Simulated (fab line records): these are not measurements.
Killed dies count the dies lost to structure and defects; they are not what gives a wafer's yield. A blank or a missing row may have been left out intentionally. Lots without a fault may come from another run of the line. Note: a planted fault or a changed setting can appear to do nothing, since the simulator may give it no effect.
Tool commonality check -- flow gf180mcu -- Lots sampled 12, wafers sampled 36

## REASON FOR OPENING
GF_VT_IMPLANT_TW_MEAS_21, reading VT_IMPLANT_2_TW: flagged on 3 of 12 lots. Fault-free wafers read 1212, with a standard deviation of 5.4.
Rule: a lot gets a flag if all its wafers with a number sit over 4 standard deviations from that mean, or if no wafer of it has a number. As for the other lots, they are considered sound.

lot,measured,on,"VT_IMPLANT_2_TW, wafer by wafer",flag
L169,day 6 16:34,film_metro-01,1215 1218 1217,
L171,day 7 13:21,film_metro-02,1209 1204 1207,
L172,day 7 16:52,film_metro-01,1214 1208 1204,
L174,day 8 09:41,film_metro-01,1213 1220 1208,
L175,day 8 10:55,film_metro-02,1199 1206 1200,
L177,day 8 19:54,film_metro-01,1210 1215 1218,
L181,day 10 04:19,film_metro-02,1217 1213 1211,
L183,day 10 14:48,film_metro-03,30 30 30,FLAGGED
L184,day 10 17:21,film_metro-01,30 30 30,FLAGGED
L185,day 11 02:00,film_metro-03,30 30 30,FLAGGED
L186,day 11 09:16,film_metro-03,1212 1210 1205,
L190,day 12 09:20,film_metro-03,1218 1216 1222,
The numbers of the flagged lots are 30 on average: -1182 against the usual, or -99 or more standard deviations.

## WHICH TOOL RAN EACH LOT
Before the reading, the record contains 2 process steps out of a 602-step route. Cell contents, in order: the tool; ch with the chambers the sampled wafers went through; the start.
lot,flag,GF_VT_IMPLANT_STRIP_09,GF_VT_IMPLANT_STRIP_20
L169,,"plasma_asher-02 ch 0,1, day 6 01:26","plasma_asher-03 ch 0,1, day 6 16:28"
L171,,"plasma_asher-03 ch 0,1, day 6 22:11","plasma_asher-03 ch 0,1, day 7 13:14"
L172,,"plasma_asher-03 ch 0,1, day 7 00:51","plasma_asher-02 ch 0,1, day 7 16:47"
L174,,"plasma_asher-03 ch 0,1, day 7 16:23","plasma_asher-03 ch 0,1, day 8 09:36"
L175,,"plasma_asher-03 ch 0,1, day 7 19:19","plasma_asher-02 ch 0,1, day 8 10:49"
L177,,"plasma_asher-03 ch 0,1, day 8 03:11","plasma_asher-04 ch 0,1, day 8 19:48"
L181,,"plasma_asher-04 ch 0,1, day 9 10:26","plasma_asher-04 ch 0,1, day 10 04:14"
L183,FLAGGED,"plasma_asher-03 ch 0,1, day 9 20:36","plasma_asher-04 ch 0,1, day 10 14:42"
L184,FLAGGED,"plasma_asher-02 ch 0,1, day 9 23:06","plasma_asher-04 ch 0,1, day 10 17:15"
L185,FLAGGED,"plasma_asher-03 ch 0,1, day 10 07:25","plasma_asher-02 ch 0,1, day 11 01:54"
L186,,"plasma_asher-03 ch 0,1, day 10 14:26","plasma_asher-02 ch 0,1, day 11 09:11"
L190,,"plasma_asher-03 ch 0,1, day 11 13:56","plasma_asher-02 ch 0,1, day 12 09:14"
What the steps here do:
- GF_VT_IMPLANT_STRIP_09: strips in O2/N2.
- GF_VT_IMPLANT_STRIP_20: strips in O2/N2.
- GF_VT_IMPLANT_TW_MEAS_21

## FLAGGED OVER TOTAL, TOOL BY TOOL (the gauges that took the reading come last)
step,tool,lots run,flagged,share of the flagged lots,sound lots run after its first flagged lot
GF_VT_IMPLANT_STRIP_09,plasma_asher-02,2,1,some,0
GF_VT_IMPLANT_STRIP_09,plasma_asher-03,9,2,some,"2 (L186,L190)"
GF_VT_IMPLANT_STRIP_09,plasma_asher-04,1,0,none,-
GF_VT_IMPLANT_STRIP_20,plasma_asher-02,5,1,some,"2 (L186,L190)"
GF_VT_IMPLANT_STRIP_20,plasma_asher-03,3,0,none,-
GF_VT_IMPLANT_STRIP_20,plasma_asher-04,4,2,some,0
GF_VT_IMPLANT_TW_MEAS_21,film_metro-01,5,1,some,0
GF_VT_IMPLANT_TW_MEAS_21,film_metro-02,3,0,none,-
GF_VT_IMPLANT_TW_MEAS_21,film_metro-03,4,2,some,"2 (L186,L190)"

## WHAT THE TABLE PERMITS
No row of the table ran every flagged lot.

## WHAT THE SIMULATOR PUT IN
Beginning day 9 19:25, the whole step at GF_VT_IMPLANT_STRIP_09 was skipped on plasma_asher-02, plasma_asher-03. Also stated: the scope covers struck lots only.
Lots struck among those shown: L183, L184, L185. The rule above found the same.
